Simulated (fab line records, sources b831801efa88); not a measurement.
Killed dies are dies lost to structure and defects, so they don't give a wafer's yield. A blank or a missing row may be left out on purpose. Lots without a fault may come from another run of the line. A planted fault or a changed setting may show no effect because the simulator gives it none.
Which tool did it? | flow gf180mcu | 12 lots, 36 wafers sampled, at 1 step of a route of 602

WHAT THE GAUGES READ, wafer by wafer
GF_STI_BOW_MEAS_00.
lot  | measured    | on            | INCOMING_BOW (um)
L075 | day 1 15:00 | film_metro-01 | -7 -6 -7
L077 | day 2 01:04 | film_metro-02 | -4 4 1
L079 | day 2 11:00 | film_metro-02 | 7 -5 12
L081 | day 2 21:01 | film_metro-04 | 3 -7 2
L083 | day 3 07:00 | film_metro-02 | -2 0 5
L085 | day 3 17:00 | film_metro-01 | 0 -1 -1
L087 | day 4 03:04 | film_metro-01 | 4 1 0
L089 | day 4 13:01 | film_metro-01 | -11 13 -11
L091 | day 4 23:00 | film_metro-02 | -3 -12 -5
L093 | day 5 09:02 | film_metro-01 | -4 -12 0
L095 | day 5 19:00 | film_metro-01 | -5 -1 1
L097 | day 6 05:00 | film_metro-04 | 3 -3 2

WHICH TOOL RAN EACH LOT (tool, then ch and the chambers of the sampled wafers, then the start)
The record holds no process step before these readings.

THE ANSWER, worked out from the rows above alone
Rule: what is usual is taken from the lots themselves. Put in order of their means at a reading, lots are off if they are a third of the lots or fewer, leave a main group of 4 or more, and stand apart from it by a gap of 3 or more times the standard deviation of the main group's means; of several such gaps the widest counts. A main group whose means are all the same, to the digits that the tables above print for the reading, isn't used. A lot without any number at a reading at which 4 lots or more have one is off too. The other lots that the step has rows for count as sound.
No lot is off at any reading shown: from this, nothing can be told.

WHAT THE SIMULATOR HAD PUT IN
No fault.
